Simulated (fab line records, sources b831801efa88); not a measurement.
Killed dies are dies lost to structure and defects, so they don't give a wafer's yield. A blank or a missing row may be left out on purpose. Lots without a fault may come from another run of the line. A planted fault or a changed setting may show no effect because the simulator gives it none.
One fault seen from 2 desks | flow gf180mcu | each desk has only its own numbers; what lay behind them comes last

THE METROLOGY DESK
What the gauges read, lot by lot, whatever tool the lot ran on: means of the sampled wafers that have a number. A lot is out of limits, marked OUT, if its mean lies more than 4 standard deviations from the usual mean; the brackets give that distance.
Columns: A = M2_ALCU_RS at GF_M2_RS_MEAS_05, usual 0.0693 ohm/sq; B = M2_ALCU_THK at GF_M2_THK_MEAS_06, usual 454 nm; C = cd_nm at GF_M2_CD_MEAS_14, usual 280.5 nm; D = M2_OVL at GF_M2_OVL_MEAS_15, usual -2 nm
lot  | first seen here | A      | B   | C     | D
L537 | day 19 00:59    | 0.0693 | 455 | 280.4 | -1
L538 | day 19 01:40    | 0.0688 | 455 | 281.3 | -2
L544 | day 20 08:17    | 0.0697 | 455 | 280.6 | 5
L546 | day 21 02:45    | 0.0693 | 454 | 280.1 | 4
L547 | day 21 10:50    | 0.0698 | 451 | 281.8 | -3
L554 | day 24 01:46    | 0.0696 | 454 | 280.4 | -5
L558 | day 25 10:11    | 0.0684 | 460 | 279.8 | -2
This desk's finding: nothing out of limits on any of the 7 lots.

THE TOOL OWNER'S DESK: rie_metal-04
The tool's own readings at GF_M2_METAL_ETCH_16 (etches the open film in Cl2/BCl3, stops on SiO2, target depth 750.8 nm, time 125.1 s): means of the sampled wafers that have a number, for each lot that ran on this tool. A lot is out of limits, marked OUT, if its mean lies more than 4 standard deviations from the usual mean; the brackets give that distance.
Columns: A = drypump_motor_current_A at GF_M2_METAL_ETCH_16, usual 6.2 A; B = oes_product_au at GF_M2_METAL_ETCH_16, usual 0.989 a.u.; C = run_length_s at GF_M2_METAL_ETCH_16, usual 153.3 s; D = throttle_valve_pct at GF_M2_METAL_ETCH_16, usual 28.232 %
lot  | first seen here | A   | B     | C                | D
L538 | day 20 02:59    | 6.6 | 0.983 | 153.3            | 28.244
L544 | day 21 06:32    | 5.9 | 0.975 | 156.8 (+11) OUT  | 28.246
L546 | day 22 00:56    | 5.8 | 0.974 | 156.8 (+11) OUT  | 28.232
L547 | day 22 08:44    | 5.9 | 0.986 | 155.7 (+7.4) OUT | 28.245
This desk's finding: out of limits on L544, L546, L547; first on L544, day 21 06:32 (run_length_s at GF_M2_METAL_ETCH_16). In limits: L538.

PUT TOGETHER
The tool owner's desk could have raised an alarm at day 21 06:32, on L544, L546, L547.
The metrology desk saw nothing out of limits.
The metrology desk has L544, L546, L547 on record, within its limits.
Of the lots named, all ran GF_M2_METAL_ETCH_16 on rie_metal-04.

WHAT THE SIMULATOR HAD PUT IN
Process parameter drift: rie_metal-04, from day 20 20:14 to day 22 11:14, at GF_M2_METAL_ETCH_16. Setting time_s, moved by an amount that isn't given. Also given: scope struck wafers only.
Lots struck among those shown: L544, L546, L547.
Hours from the fault's start to each desk's first reading out of limits: the tool owner's desk, 10.
